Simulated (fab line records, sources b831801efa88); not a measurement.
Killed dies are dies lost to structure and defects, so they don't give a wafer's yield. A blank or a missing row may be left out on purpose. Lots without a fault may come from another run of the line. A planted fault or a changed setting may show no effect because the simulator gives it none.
Which tool did it? | flow sky130 | 13 lots, 39 wafers sampled, at 5 steps of a route of 708

WHAT THE GAUGES READ, wafer by wafer
SKY_NWELL_OVL_MEAS_10. Usual: NWELL_00_OVL -0.1 nm, standard deviation 1.4.
lot  | measured     | on         | NWELL_00_OVL (nm) | flag
L282 | day 4 13:25  | overlay-01 | -0.3 0.0 -2.1     |
L285 | day 5 05:04  | overlay-01 | 2.8 1.4 0.9       |
L286 | day 5 13:51  | overlay-02 | 1.5 0.4 1.6       |
L287 | day 5 19:31  | overlay-01 | 0.0 -1.8 0.9      |
L288 | day 5 22:07  | overlay-01 | 0.6 -0.9 0.9      |
L289 | day 6 05:16  | overlay-01 | 0.0 0.7 0.3       |
L291 | day 6 15:38  | overlay-01 | 0.8 -1.2 0.7      |
L292 | day 6 21:40  | overlay-02 | -1.7 -1.5 -1.4    |
L299 | day 9 04:50  | overlay-02 | -0.6 -0.4 -0.7    |
L301 | day 9 06:43  | overlay-02 | 1.3 2.5 1.0       |
L302 | day 9 14:57  | overlay-02 | 0.6 0.9 3.0       |
L303 | day 9 23:41  | overlay-01 | 0.8 1.3 1.8       |
L305 | day 10 04:31 | overlay-02 | 1.3 0.5 1.3       |

SKY_NWELL_TW_MEAS_15. Usual: NWELL_TW 1823, standard deviation 9.9.
lot  | measured     | on            | NWELL_TW       | flag
L282 | day 4 16:32  | film_metro-02 | 1833 1820 1836 |
L285 | day 5 05:40  | film_metro-02 | 1805 1804 1803 |
L286 | day 5 14:27  | film_metro-02 | 1800 1803 1804 |
L287 | day 5 20:07  | film_metro-04 | 1834 1835 1836 |
L288 | day 5 22:42  | film_metro-01 | 1840 1837 1836 |
L289 | day 6 05:51  | film_metro-02 | 1815 1803 1813 |
L291 | day 6 16:13  | film_metro-01 | 1823 1830 1818 |
L292 | day 6 22:16  | film_metro-01 | 1828 1836 1835 |
L299 | day 9 05:25  | film_metro-01 | 1836 1835 1837 |
L301 | day 9 07:19  | film_metro-02 | 1806 1817 1815 |
L302 | day 9 15:32  | film_metro-04 | 1824 1829 1829 |
L303 | day 10 00:16 | film_metro-02 | 1816 1827 1822 |
L305 | day 10 05:06 | film_metro-02 | 1836 1833 1823 |

SKY_NWELL_TW_MEAS_26. Usual: NWELL_2_TW 497.5, standard deviation 2.8.
lot  | measured     | on            | NWELL_2_TW        | flag
L282 | day 5 09:49  | film_metro-04 | 501.3 499.7 500.5 |
L285 | day 6 00:17  | film_metro-02 | 496.8 492.0 493.7 |
L286 | day 6 08:35  | film_metro-02 | 494.6 496.8 498.0 |
L287 | day 6 13:52  | film_metro-02 | 496.3 499.0 495.2 |
L288 | day 6 17:10  | film_metro-04 | 496.3 498.8 497.3 |
L289 | day 7 01:05  | film_metro-02 | 495.1 495.1 495.4 |
L291 | day 7 11:13  | film_metro-02 | 494.2 496.1 495.7 |
L292 | day 7 17:49  | film_metro-02 | 496.9 498.0 497.6 |
L299 | day 10 02:58 | film_metro-01 | 515.9 517.5 516.3 | OFF
L301 | day 10 05:31 | film_metro-01 | 517.2 519.8 519.9 | OFF
L302 | day 10 14:35 | film_metro-02 | 497.7 498.0 498.7 |
L303 | day 10 23:19 | film_metro-04 | 499.2 502.0 499.4 |
L305 | day 11 04:36 | film_metro-02 | 494.5 492.4 491.7 |

SKY_VT_ADJUST_HVTP_CD_MEAS_07: target cd 380 nm. Usual: cd_nm 380.0 nm, standard deviation 2.7.
lot  | measured     | on        | cd_nm (nm)        | flag
L282 | day 6 04:03  | cd_sem-01 | 375.6 375.9 378.5 |
L285 | day 6 18:35  | cd_sem-02 | 380.9 380.7 380.2 |
L286 | day 7 03:30  | cd_sem-01 | 385.3 385.4 382.0 |
L287 | day 7 09:36  | cd_sem-01 | 377.2 377.4 376.0 |
L288 | day 7 12:34  | cd_sem-02 | 382.9 379.3 379.4 |
L289 | day 7 21:02  | cd_sem-01 | 379.6 378.8 379.3 |
L291 | day 8 07:59  | cd_sem-02 | 376.2 374.3 381.1 |
L292 | day 8 14:47  | cd_sem-01 | 378.8 378.9 377.9 |
L299 | day 11 02:16 | cd_sem-01 | 381.1 382.0 378.2 |
L301 | day 11 05:32 | cd_sem-01 | 377.2 378.2 378.6 |
L302 | day 11 14:48 | cd_sem-01 | 378.7 377.6 379.3 |
L303 | day 11 22:56 | cd_sem-02 | 381.8 382.6 382.5 |
L305 | day 12 04:43 | cd_sem-02 | 378.0 377.2 377.5 |

WHICH TOOL RAN EACH LOT (tool, then ch and the chambers of the sampled wafers, then the start)
lot  | SKY_NWELL_IMPLANT_24
L282 | implanter-03 ch 0, day 5 09:34
L285 | implanter-03 ch 0, day 6 00:04
L286 | implanter-03 ch 0, day 6 08:22
L287 | implanter-03 ch 0, day 6 13:39
L288 | implanter-01 ch 0, day 6 16:55
L289 | implanter-03 ch 0, day 7 00:52
L291 | implanter-03 ch 0, day 7 10:58
L292 | implanter-01 ch 0, day 7 17:34
L299 | implanter-01 ch 0, day 10 02:43
L301 | implanter-01 ch 0, day 10 05:16
L302 | implanter-03 ch 0, day 10 14:22
L303 | implanter-03 ch 0, day 10 23:04
L305 | implanter-03 ch 0, day 11 04:21
- SKY_NWELL_IMPLANT_24

WHAT THE TOOLS THEMSELVES READ (means of the sampled wafers that have a number; where no wafer has one, the mark that the record gives instead)
SKY_NWELL_IMPLANT_24. Usual: dose_ions_cm2 9.202e+12, standard deviation 1e+10; faraday_current_uA 51.9, standard deviation 0.94.
lot  | tool         | dose_ions_cm2 | faraday_current_uA | flag
L282 | implanter-03 | 9.211e+12     | 52.2               |
L285 | implanter-03 | 9.211e+12     | 52.3               |
L286 | implanter-03 | 9.193e+12     | 51.7               |
L287 | implanter-03 | 9.210e+12     | 52.5               |
L288 | implanter-01 | 9.191e+12     | 51.3               |
L289 | implanter-03 | 9.205e+12     | 52.2               |
L291 | implanter-03 | 9.201e+12     | 51.3               |
L292 | implanter-01 | 9.212e+12     | 52.2               |
L299 | implanter-01 | 1.027e+13     | 57.1               | OFF
L301 | implanter-01 | 1.026e+13     | 56.6               | OFF
L302 | implanter-03 | 9.204e+12     | 52.2               |
L303 | implanter-03 | 9.204e+12     | 52.1               |
L305 | implanter-03 | 9.202e+12     | 51.4               |

THE ANSWER, worked out from the rows above alone
Rule: a lot is off if the mean of its wafers that have a number lies more than 3 standard deviations from the usual mean. A lot without any number at a reading at which 4 lots or more have one is off too. The other lots that the step has rows for count as sound. The gauges are gone through in route order, then the tools' own readings, and for those a lot's mean is taken as printed above. The first step at which some lot is off is used, and at that step the reading that is off furthest; a lot without a number counts as furthest.
Off: L299, L301, at SKY_NWELL_TW_MEAS_26 (NWELL_2_TW).
A tool fits if, at a process step before that reading, it ran every lot that is off, and no sound lot after the first of them. The gauges at SKY_NWELL_TW_MEAS_26 aren't tried: what is off there is off at SKY_NWELL_IMPLANT_24 too, on other tools, and a gauge's error can't cause that. One fits: implanter-01 at SKY_NWELL_IMPLANT_24. Its last sound lot is L292 (day 7 17:34), its first lot that is off L299 (day 10 02:43): a fault that began between those two fits.
The tool's own readings at SKY_NWELL_IMPLANT_24 bear it out: on the lots that are off they differ by more than 5 times the standard deviation of the sound lots' means. dose_ions_cm2 reads 1.026e+13 there against 9.204e+12 on the sound lots; faraday_current_uA reads 56.9 there against 51.9 on the sound lots.

WHAT THE SIMULATOR HAD PUT IN
Process parameter drift: implanter-01, from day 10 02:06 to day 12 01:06, at SKY_NWELL_IMPLANT_24. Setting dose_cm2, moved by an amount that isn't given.
Lots struck among those shown: L299, L301. The rule above found the same.
